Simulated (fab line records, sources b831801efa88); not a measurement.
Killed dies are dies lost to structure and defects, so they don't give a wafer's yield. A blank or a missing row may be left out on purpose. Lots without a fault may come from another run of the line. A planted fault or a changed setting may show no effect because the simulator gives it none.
Chamber matching | flow gf180mcu | GF_V1_ETCH_16 on rie_diel-03: 4 sister chambers
The step etches BARC in N2/H2. 14 wafers are shown with their chamber, then 7 later ones without.

WAFERS WITH THEIR CHAMBER
wafer  | chamber | drypump_motor_current_A (A) | throttle_valve_pct (%) | oes_product_au (a.u.)
L074.2 | 0       | 5.5                         | 13.228                 | 0.844
L074.3 | 3       | 6.3                         | 13.211                 | 0.851
L074.5 | 2       | 6.1                         | 13.223                 | 0.847
L076.1 | 3       | 6.2                         | 13.213                 | 0.856
L076.2 | 2       | 6.1                         | 13.227                 | 0.853
L076.3 | 1       | 5.7                         | 13.244                 | 0.849
L080.3 | 2       | 6.1                         | 13.217                 | 0.850
L080.4 | 0       | 5.5                         | 13.222                 | 0.851
L080.6 | 1       | 5.8                         | 13.222                 | 0.854
L082.2 | 0       | 5.5                         | 13.207                 | 0.855
L082.4 | 1       | 5.8                         | 13.236                 | 0.849
L082.5 | 1       | 5.7                         | 13.246                 | 0.838
L089.2 | 0       | 5.5                         | 13.218                 | 0.848
L089.3 | 3       | 6.3                         | 13.212                 | 0.845

SIGNATURES (means of the wafers above)
reading                 | chamber 0 | chamber 1 | chamber 2 | chamber 3 | scatter within a chamber
drypump_motor_current_A | 5.500     | 5.750     | 6.100     | 6.267     | 0.0408
throttle_valve_pct      | 13.21875  | 13.23700  | 13.22233  | 13.21200  | 0.00802
oes_product_au          | 0.84950   | 0.84750   | 0.85000   | 0.85067   | 0.0053
Rule: a wafer's distance from a chamber is the root of the sum, over the readings, of the square of ((its reading less the chamber's mean) divided by the reading's scatter). The wafer belongs to the nearest chamber; if the next one is less than 2 further off, it can't be placed. The scatter: the root of (the sum of the squares of (reading less its chamber's mean) over the shown wafers, divided by (wafers less chambers)).

WAFERS WITHOUT THEIR CHAMBER
wafer  | drypump_motor_current_A (A) | throttle_valve_pct (%) | oes_product_au (a.u.)
L089.5 | 6.1                         | 13.215                 | 0.852
L094.1 | 5.7                         | 13.217                 | 0.857
L094.4 | 6.2                         | 13.226                 | 0.850
L094.6 | 5.5                         | 13.221                 | 0.855
L097.4 | 5.5                         | 13.227                 | 0.850
L097.5 | 6.1                         | 13.232                 | 0.860
L097.6 | 6.3                         | 13.239                 | 0.850

WHICH CHAMBER EACH WENT THROUGH
wafer  | from the rows above     | in truth
L089.5 | 2                       | 2
L094.1 | can't be placed: 1 or 0 | 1
L094.4 | can't be placed: 3 or 2 | 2
L094.6 | 0                       | 0
L097.4 | 0                       | 0
L097.5 | 2                       | 2
L097.6 | can't be placed: 3 or 2 | 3
Placed correctly: 4 of 7. Can't be placed from these rows: 3 (the true chamber is among the candidates in 3). Placed wrongly: 0.
